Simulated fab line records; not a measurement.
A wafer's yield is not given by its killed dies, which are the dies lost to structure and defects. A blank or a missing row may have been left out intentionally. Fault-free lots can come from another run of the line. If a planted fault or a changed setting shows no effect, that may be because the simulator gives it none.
2 desks, one fault / flow gf180mcu / numbers are kept per desk, each desk with only its own; the story behind them comes last

== FROM THE METROLOGY DESK ==
Means of the sampled wafers that have a number, per lot and without regard to the tool the lot ran on: this is what the gauges read. If a lot's mean is further than 4 standard deviations from the usual mean, the lot is out of limits and carries the mark OUT (the distance appears in the brackets).
Columns: A = V1_W_THK at GF_V1_THK_MEAS_25, usual 350 nm; B = V2_CVD_02_THK at GF_V2_THK_MEAS_03, usual 852 nm
lot=L295; first seen here=day 18 12:50; A=357; B=849
lot=L297; first seen here=day 18 22:49; A=348; B=847
lot=L296; first seen here=day 19 05:55; A=347; B=838
lot=L298; first seen here=day 19 09:34; A=348; B=858
lot=L307; first seen here=day 22 22:48; A=354; B=1016 (+15) OUT
lot=L309; first seen here=day 23 13:51; A=342; B=868
lot=L310; first seen here=day 23 23:50; A=352; B=844
lot=L313; first seen here=day 24 19:53; A=339; B=845
lot=L314; first seen here=day 25 10:37; A=339; B=847
lot=L315; first seen here=day 25 17:41; A=342; B=857
lot=L316; first seen here=day 26 01:25; A=356; B=844
lot=L317; first seen here=day 26 05:22; A=341; B=872
This desk's result: L307 out of limits, first on L307 (V2_CVD_02_THK at GF_V2_THK_MEAS_03), day 23 22:43. In limits: L295, L297, L296, L298, L309, L310, L313, L314, L315, L316, L317.

== FOR THE TOOL OWNER'S DESK: pecvd-01 ==
The tool's own readings at GF_V2_CVD_02 (deposits SiO2 from TEOS, target thk 850 nm, time 94.851 s): means of the sampled wafers that have a number, for each lot that ran on this tool. If a lot's mean is further than 4 standard deviations from the usual mean, the lot is out of limits and carries the mark OUT (the distance appears in the brackets).
Columns: A = heater power w at GF_V2_CVD_02, usual 662 W
lot=L307; first seen here=day 23 22:39; A=716
This desk's finding: nothing out of limits on the one lot.

== PUT TOGETHER ==
The metrology desk could have raised an alarm at day 23 22:43, on L307.
The desk of the tool owner found nothing out of limits.
The tool owner's desk has L307 on record, within its limits.
GF_V2_CVD_02 was run on pecvd-01 by each of the lots named.

== WHAT THE SIMULATOR HAD PUT IN ==
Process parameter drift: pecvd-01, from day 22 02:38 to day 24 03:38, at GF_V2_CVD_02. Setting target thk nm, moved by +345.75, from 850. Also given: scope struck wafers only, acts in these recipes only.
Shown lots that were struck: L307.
Delay in hours, fault start to first out-of-limits reading, per desk: metrology desk 44.
